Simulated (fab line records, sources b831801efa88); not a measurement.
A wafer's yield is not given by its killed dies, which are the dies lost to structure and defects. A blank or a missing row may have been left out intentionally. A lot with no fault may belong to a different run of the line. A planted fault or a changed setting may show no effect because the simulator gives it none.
What tool caused it?    flow sky130    24 lots, 72 wafers sampled, at 6 steps of a route of 708

== WHAT EACH GAUGE READ, for each wafer ==
SKY_SONOS_TUNNEL_OVL_MEAS_08. Usual: SONOS_TUNNEL_OVL gives -0.1 nm (standard deviation 1.8).
lot   measured      on          SONOS_TUNNEL_OVL (nm)  flag
L074  day 11 09:29  overlay-01  -1.3 -0.6 -1.3         
L075  day 11 18:11  overlay-01  0.2 0.6 -1.2           
L076  day 11 23:40  overlay-01  -1.5 -2.2 -1.3         
L077  day 12 05:55  overlay-01  -0.3 2.4 -0.5          
L078  day 12 17:50  overlay-02  -1.7 -2.7 -0.8         
L079  day 13 14:22  overlay-01  2.7 3.1 0.8            
L081  day 13 20:12  overlay-01  0.0 -0.7 -0.8          
L080  day 13 21:44  overlay-01  -2.2 -1.6 -4.3         
L082  day 14 00:26  overlay-02  0.6 -0.3 -1.5          
L083  day 14 09:56  overlay-02  -0.9 0.5 1.3           
L084  day 14 17:29  overlay-01  -1.4 -0.1 -3.4         
L085  day 15 11:31  overlay-01  -0.8 1.0 -1.3          
L087  day 15 20:19  overlay-01  -0.8 -0.1 -2.5         
L086  day 15 23:53  overlay-01  1.6 1.3 0.8            
L088  day 16 08:20  overlay-01  1.3 4.4 2.6            
L089  day 16 17:16  overlay-02  0.0 -1.0 2.8           
L090  day 16 22:02  overlay-01  -0.1 0.4 -0.2          
L091  day 17 03:38  overlay-01  0.2 1.1 0.9            
L093  day 17 14:15  overlay-02  0.9 3.3 0.5            
L092  day 17 17:41  overlay-01  -1.9 -1.6 -0.7         
L094  day 18 00:17  overlay-01  1.0 2.7 2.3            
L095  day 18 12:47  overlay-01  -0.1 0.2 2.2           
L096  day 18 14:54  overlay-02  -1.0 0.1 -0.6          
L097  day 18 23:37  overlay-02  -1.5 0.3 -1.8          

SKY_GATE_OXIDE_THK_MEAS_02. Usual: GATE_OXIDE_OXIDATION_00_THK gives 10.19 nm (standard deviation 0.25).
lot   measured      on             GATE_OXIDE_OXIDATION_00_THK (nm)  flag
L074  day 12 19:22  film_metro-03  10.54 10.63 10.38                 
L075  day 13 03:16  film_metro-04  10.43 10.42 10.39                 
L076  day 13 07:34  film_metro-01  10.67 10.43 10.45                 
L077  day 13 15:18  film_metro-03  10.48 10.48 10.36                 
L078  day 14 07:29  film_metro-03  10.18 10.22 10.17                 
L079  day 15 04:06  film_metro-03  10.39 10.32 10.67                 
L081  day 15 08:09  film_metro-01  10.45 10.53 10.39                 
L080  day 15 08:17  film_metro-04  10.38 10.32 10.40                 
L082  day 15 15:18  film_metro-04  10.29 10.32 10.19                 
L083  day 15 22:10  film_metro-04  10.25 9.88 10.12                  
L084  day 16 07:09  film_metro-01  10.50 10.47 10.32                 
L085  day 17 01:13  film_metro-03  10.08 10.14 10.18                 
L087  day 17 10:29  film_metro-04  10.06 9.92 10.08                  
L086  day 17 17:28  film_metro-04  10.40 10.21 10.53                 
L088  day 17 23:29  film_metro-03  9.79 9.93 9.89                    
L089  day 18 10:59  film_metro-01  9.84 9.92 9.93                    
L090  day 18 15:25  film_metro-04  9.91 10.11 10.02                  
L091  day 18 21:01  film_metro-04  10.21 10.16 10.22                 
L093  day 19 10:32  film_metro-03  9.90 9.82 9.76                    
L092  day 19 10:31  film_metro-04  10.09 9.97 10.03                  
L094  day 19 17:23  film_metro-04  10.03 10.24 10.32                 
L095  day 20 05:31  film_metro-04  9.76 9.76 9.77                    
L096  day 20 05:32  film_metro-01  9.74 9.59 9.66                    
L097  day 20 17:10  film_metro-04  10.17 10.20 9.94                  

SKY_POLY_GATE_CD_MEAS_13 targets a cd of 150 nm. Usual: 149.7 nm for cd_nm, sd 1.5.
lot   measured      on         cd_nm (nm)         flag
L074  day 16 13:43  cd_sem-02  151.2 151.9 151.5  
L075  day 16 20:29  cd_sem-02  149.6 149.0 149.3  
L076  day 17 09:34  cd_sem-01  151.5 151.8 152.0  
L077  day 17 09:54  cd_sem-02  148.3 147.8 147.9  
L078  day 18 05:37  cd_sem-01  150.9 151.8 151.7  
L079  day 19 00:27  cd_sem-01  149.2 147.6 149.4  
L081  day 19 06:23  cd_sem-01  149.6 148.1 149.5  
L080  day 19 06:02  cd_sem-01  148.5 150.5 149.2  
L082  day 19 12:00  cd_sem-01  150.3 151.6 151.3  
L083  day 19 20:28  cd_sem-01  147.6 149.0 148.6  
L084  day 20 11:04  cd_sem-01  152.4 152.8 152.3  
L085  day 21 00:22  cd_sem-02  150.7 150.1 151.2  
L087  day 21 11:45  cd_sem-01  149.5 148.7 150.7  
L086  day 21 21:13  cd_sem-01  148.2 149.6 148.7  
L088  day 22 05:01  cd_sem-02  148.6 149.9 149.7  
L089  day 22 17:31  cd_sem-01  152.0 152.6 152.5  
L090  day 22 16:22  cd_sem-01  150.0 149.5 148.2  
L091  day 22 22:28  cd_sem-02  148.6 148.8 149.6  
L093  day 23 09:33  cd_sem-02  151.3 151.6 150.2  
L092  day 23 11:00  cd_sem-02  150.9 151.7 151.5  
L094  day 23 17:21  cd_sem-02  148.5 147.7 148.6  
L095  day 24 07:07  cd_sem-01  148.1 147.9 148.5  
L096  day 24 06:11  cd_sem-02  147.8 147.5 148.0  
L097  day 24 17:10  cd_sem-01  146.6 147.8 147.5  

SKY_METAL1_THK_MEAS_06: measures by xrf. Usual: METAL1_ALCU_THK gives 248 nm (standard deviation 3.8).
lot   measured      on             METAL1_ALCU_THK (nm)  flag
L074  day 31 18:17  film_metro-04  247 248 246           
L075  day 31 23:06  film_metro-04  252 251 252           
L076  day 32 15:10  film_metro-01  250 252 247           
L077  day 32 14:48  film_metro-01  247 243 248           
L078  day 33 09:03  film_metro-04  245 243 246           
L079  day 34 03:09  film_metro-01  249 246 250           
L081  day 34 06:26  film_metro-04  252 245 247           
L080  day 34 05:47  film_metro-04  245 241 239           
L082  day 34 16:09  film_metro-01  248 243 244           
L083  day 34 21:47  film_metro-03  251 254 248           
L084  day 35 02:43  film_metro-04  244 244 245           
L085  day 35 19:08  film_metro-04  252 255 248           
L087  day 36 10:13  film_metro-03  246 252 247           
L086  day 36 12:16  film_metro-04  252 249 250           
L088  day 36 16:58  film_metro-01  240 248 247           
L089  day 37 12:20  film_metro-03  250 252 254           
L090  day 37 11:26  film_metro-03  255 257 257           
L091  day 37 14:25  film_metro-04  257 256 252           
L093  day 37 18:16  film_metro-03  247 244 245           
L092  day 37 18:55  film_metro-04  247 244 247           
L094  day 37 22:14  film_metro-03  247 250 246           
L095  day 38 17:11  film_metro-01  246 246 242           
L096  day 38 16:52  film_metro-03  249 248 244           
L097  day 38 21:26  film_metro-03  248 245 250           

== TOOL THAT RAN EACH LOT (tool first, then ch and the chambers of the sampled wafers, then the start) ==
lot   SKY_RES_PROTECT_STRIP_07              SKY_CONTACT_SPUTTER_23
L074  plasma_asher-03 ch 0,1, day 15 02:39  pvd_sputter-03, day 31 17:02
L075  plasma_asher-01 ch 0,1, day 15 11:58  pvd_sputter-01, day 31 22:11
L076  plasma_asher-03 ch 0,1, day 16 00:51  pvd_sputter-01, day 32 14:16
L077  plasma_asher-01 ch 0,1, day 16 00:31  pvd_sputter-04, day 32 13:53
L078  plasma_asher-04 ch 0,1, day 16 18:13  pvd_sputter-03, day 33 08:02
L079  plasma_asher-04 ch 0,1, day 17 15:01  pvd_sputter-01, day 34 02:08
L081  plasma_asher-01 ch 0,1, day 17 20:26  pvd_sputter-03, day 34 05:30
L080  plasma_asher-04 ch 0,1, day 17 20:26  pvd_sputter-04, day 34 04:50
L082  plasma_asher-03 ch 0,1, day 18 03:19  pvd_sputter-01, day 34 15:14
L083  plasma_asher-03 ch 1, day 18 11:31    pvd_sputter-04, day 34 20:52
L084  plasma_asher-03 ch 0,1, day 18 22:33  pvd_sputter-04, day 35 01:47
L085  plasma_asher-01 ch 0,1, day 19 16:14  pvd_sputter-01, day 35 18:14
L087  plasma_asher-01 ch 0,1, day 20 03:03  pvd_sputter-03, day 36 09:14
L086  plasma_asher-04 ch 0,1, day 20 13:10  pvd_sputter-01, day 36 11:21
L088  plasma_asher-01 ch 0,1, day 20 21:09  pvd_sputter-01, day 36 16:02
L089  plasma_asher-01 ch 0,1, day 21 07:36  pvd_sputter-01, day 37 11:26
L090  plasma_asher-03 ch 0,1, day 21 07:18  pvd_sputter-03, day 37 10:31
L091  plasma_asher-04 ch 0,1, day 21 14:22  pvd_sputter-04, day 37 13:29
L093  plasma_asher-04 ch 0,1, day 22 01:43  pvd_sputter-03, day 37 17:07
L092  plasma_asher-04 ch 0,1, day 22 02:42  pvd_sputter-04, day 37 17:59
L094  plasma_asher-04 ch 0,1, day 22 09:19  pvd_sputter-01, day 37 21:18
L095  plasma_asher-01 ch 0,1, day 22 22:35  pvd_sputter-03, day 38 16:16
L096  plasma_asher-03 ch 0,1, day 22 22:28  pvd_sputter-01, day 38 15:55
L097  plasma_asher-01 ch 0,1, day 23 09:01  pvd_sputter-04, day 38 20:31
- SKY_RES_PROTECT_STRIP_07: strips in O2/N2.
- SKY_CONTACT_SPUTTER_23: material TiN, target thk 20 nm, time 80 s.

== AS READ BY THE TOOLS THEMSELVES (means over the sampled wafers that have a number; for cases with no such wafer, the mark the record gives instead) ==
SKY_RES_PROTECT_STRIP_07. Usual: drypump_motor_current_A 5.7 A, standard deviation 0.46; o2_flow_sccm 2998 sccm, standard deviation 8.7; oes_product_au 0.518 a.u., standard deviation 0.0046; strip_time_to_endpoint_s 23.29 s, standard deviation 0.045.
lot   tool             drypump_motor_current_A (A)  o2_flow_sccm (sccm)  oes_product_au (a.u.)  strip_time_to_endpoint_s (s)  flag
L074  plasma_asher-03  6.2                          3001                 0.521                  23.31                         
L075  plasma_asher-01  5.2                          2994                 0.520                  23.27                         
L076  plasma_asher-03  6.2                          2999                 0.519                  23.30                         
L077  plasma_asher-01  5.3                          3004                 0.515                  23.31                         
L078  plasma_asher-04  5.8                          3007                 0.514                  23.38                         
L079  plasma_asher-04  5.7                          3002                 0.519                  23.28                         
L081  plasma_asher-01  5.2                          2998                 0.522                  23.28                         
L080  plasma_asher-04  5.9                          3003                 0.519                  23.37                         
L082  plasma_asher-03  6.2                          2988                 0.515                  23.23                         
L083  plasma_asher-03  6.3                          2991                 0.519                  23.31                         
L084  plasma_asher-03  6.2                          3002                 0.519                  23.27                         
L085  plasma_asher-01  5.3                          2991                 0.519                  23.31                         
L087  plasma_asher-01  5.2                          3001                 0.512                  23.23                         
L086  plasma_asher-04  5.9                          2989                 0.515                  23.30                         
L088  plasma_asher-01  5.2                          3000                 0.518                  23.31                         
L089  plasma_asher-01  5.3                          3001                 0.516                  23.23                         
L090  plasma_asher-03  6.2                          3002                 0.520                  23.30                         
L091  plasma_asher-04  5.9                          2991                 0.521                  23.27                         
L093  plasma_asher-04  5.7                          2990                 0.523                  23.27                         
L092  plasma_asher-04  5.7                          2996                 0.516                  23.24                         
L094  plasma_asher-04  5.7                          3001                 0.515                  23.32                         
L095  plasma_asher-01  5.2                          3003                 0.515                  23.28                         
L096  plasma_asher-03  6.2                          2992                 0.516                  23.24                         
L097  plasma_asher-01  5.1                          2988                 0.520                  23.30                         

SKY_CONTACT_SPUTTER_23. Usual: 29.7 % for throttle_valve_pct, sd 1.2.
lot   tool            throttle_valve_pct (%)  flag
L074  pvd_sputter-03  29.7                    
L075  pvd_sputter-01  31.4                    
L076  pvd_sputter-01  30.8                    
L077  pvd_sputter-04  29.6                    
L078  pvd_sputter-03  28.9                    
L079  pvd_sputter-01  29.0                    
L081  pvd_sputter-03  29.5                    
L080  pvd_sputter-04  29.6                    
L082  pvd_sputter-01  30.4                    
L083  pvd_sputter-04  29.9                    
L084  pvd_sputter-04  28.7                    
L085  pvd_sputter-01  30.3                    
L087  pvd_sputter-03  29.4                    
L086  pvd_sputter-01  30.7                    
L088  pvd_sputter-01  31.3                    
L089  pvd_sputter-01  29.9                    
L090  pvd_sputter-03  28.9                    
L091  pvd_sputter-04  29.6                    
L093  pvd_sputter-03  29.1                    
L092  pvd_sputter-04  28.9                    
L094  pvd_sputter-01  30.7                    
L095  pvd_sputter-03  28.7                    
L096  pvd_sputter-01  29.7                    
L097  pvd_sputter-04  30.8                    

== THE ANSWER, worked out from the rows above alone ==
Rule: a lot counts as off when the mean over its wafers that have a number is more than 3 standard deviations away from the usual mean. Also off: a lot with no number at a reading for which 4 or more lots have one. The other lots that the step has rows for count as sound. The gauges are gone through in route order, then the tools' own readings, and for those a lot's mean is taken as printed above. At the first step where some lot is off, the reading lying furthest off is the one used; lots without a number count as furthest.
No lot is off at any reading shown: from this, nothing can be told.

== WHAT THE SIMULATOR HAD PUT IN ==
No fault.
